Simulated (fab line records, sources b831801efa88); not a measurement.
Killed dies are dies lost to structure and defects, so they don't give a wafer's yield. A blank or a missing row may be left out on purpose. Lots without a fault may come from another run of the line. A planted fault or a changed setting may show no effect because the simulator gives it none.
One fault seen from 2 desks | flow sky130 | each desk has only its own numbers; what lay behind them comes last

THE TOOL OWNER'S DESK: lpcvd-02
The tool's own readings at SKY_SONOS_ONO_CVD_02 (deposits Si3N4 from DCS/NH3, target thk 10.5 nm, time 180 s): means of the sampled wafers that have a number, for each lot that ran on this tool. A lot is out of limits, marked OUT, if its mean lies more than 4 standard deviations from the usual mean; the brackets give that distance. Of its 9 readings 7 are shown: the one that was out of limits first, and those that lie furthest out on some lot.
Columns: A = spike_tc_bottom_C at SKY_SONOS_ONO_CVD_02, usual 790.3 C; B = spike_tc_centre_C at SKY_SONOS_ONO_CVD_02, usual 769.8 C; C = spike_tc_lower_C at SKY_SONOS_ONO_CVD_02, usual 770.4 C; D = spike_tc_top_C at SKY_SONOS_ONO_CVD_02, usual 785.5 C; E = spike_tc_upper_C at SKY_SONOS_ONO_CVD_02, usual 769.4 C; F = susceptor_temp_C at SKY_SONOS_ONO_CVD_02, usual 769.9 C; G = zone_power_lower_pct at SKY_SONOS_ONO_CVD_02, usual 14.0 %
lot  | first seen here | A               | B               | C               | D               | E               | F               | G
L224 | day 11 22:14    | 790.4           | 769.2           | 771.7           | 783.2           | 769.5           | 769.9           | 14.3
L226 | day 12 14:52    | 791.5           | 770.0           | 769.9           | 789.1           | 769.9           | 770.2           | 13.5
L227 | day 13 03:58    | 788.7           | 769.5           | 771.3           | 783.7           | 768.9           | 769.6           | 14.1
L228 | day 13 06:49    | 791.5           | 771.5           | 769.5           | 788.9           | 770.3           | 770.1           | 13.5
L232 | day 14 17:21    | 788.8           | 769.3           | 771.5           | 782.5           | 768.5           | 770.0           | 14.4
L233 | day 15 00:05    | 824.3 (+21) OUT | 803.2 (+28) OUT | 801.4 (+19) OUT | 820.1 (+14) OUT | 803.7 (+25) OUT | 802.2 (+92) OUT | 14.7
L234 | day 15 09:05    | 821.4 (+19) OUT | 802.1 (+27) OUT | 805.3 (+22) OUT | 814.7 (+12) OUT | 799.8 (+22) OUT | 802.3 (+93) OUT | 15.5 (+4.5) OUT
L242 | day 18 01:38    | 791.6           | 771.7           | 768.7           | 787.6           | 771.2           | 769.8           | 13.7
L243 | day 18 07:08    | 789.1           | 768.5           | 771.1           | 783.8           | 768.5           | 770.3           | 14.3
L244 | day 18 16:11    | 788.2           | 767.9           | 771.1           | 782.5           | 769.3           | 770.4           | 14.2
L246 | day 19 04:11    | 788.5           | 768.3           | 771.0           | 784.3           | 767.2           | 769.8           | 14.4
This desk's finding: out of limits on L233, L234; first on L233, day 15 00:05 (spike_tc_bottom_C at SKY_SONOS_ONO_CVD_02). In limits: L224, L226, L227, L228, L232, L242, L243, L244, L246.

THE METROLOGY DESK
What the gauges read, lot by lot, whatever tool the lot ran on: means of the sampled wafers that have a number. A lot is out of limits, marked OUT, if its mean lies more than 4 standard deviations from the usual mean; the brackets give that distance.
Columns: A = VT_ADJUST_HVTR_TW at SKY_VT_ADJUST_HVTR_TW_MEAS_11, usual 210.0; B = cd_nm at SKY_SONOS_TUNNEL_CD_MEAS_07, usual 409.9 nm; C = SONOS_ONO_CVD_02_THK at SKY_SONOS_ONO_THK_MEAS_03, usual 10.57 nm
lot  | first seen here | A     | B     | C
L224 | day 9 20:50     | 210.5 | 411.3 | 10.80
L226 | day 10 12:17    | 209.5 | 405.5 | 10.48
L227 | day 10 22:07    | 208.3 | 411.5 | 10.48
L228 | day 11 01:19    | 211.8 | 409.9 | 10.45
L232 | day 12 12:11    | 209.1 | 409.6 | 10.63
L233 | day 12 17:43    | 208.9 | 412.6 | 18.34 (+49) OUT
L234 | day 13 02:52    | 211.5 | 409.3 | 18.39 (+49) OUT
L242 | day 15 13:39    | 208.5 | 409.2 | 10.49
L243 | day 15 19:18    | 209.7 | 408.3 | 10.50
L244 | day 16 03:42    | 210.4 | 407.3 | 10.06
L246 | day 16 13:59    | 211.3 | 410.8 | 10.59
This desk's finding: out of limits on L233, L234; first on L233, day 15 01:40 (SONOS_ONO_CVD_02_THK at SKY_SONOS_ONO_THK_MEAS_03). In limits: L224, L226, L227, L228, L232, L242, L243, L244, L246.

PUT TOGETHER
The tool owner's desk could have raised an alarm at day 15 00:05, on L233, L234.
The metrology desk could have raised an alarm at day 15 01:40, on L233, L234.
Of the lots named, all ran SKY_SONOS_ONO_CVD_02 on lpcvd-02.

WHAT THE SIMULATOR HAD PUT IN
Process parameter drift: lpcvd-02, from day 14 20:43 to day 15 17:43, at SKY_SONOS_ONO_CVD_02. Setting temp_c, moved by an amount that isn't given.
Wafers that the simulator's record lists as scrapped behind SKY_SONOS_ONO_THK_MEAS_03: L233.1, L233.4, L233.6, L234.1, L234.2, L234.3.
Lots struck among those shown: L233, L234.
Hours from the fault's start to each desk's first reading out of limits: the tool owner's desk, 3; the metrology desk, 5.
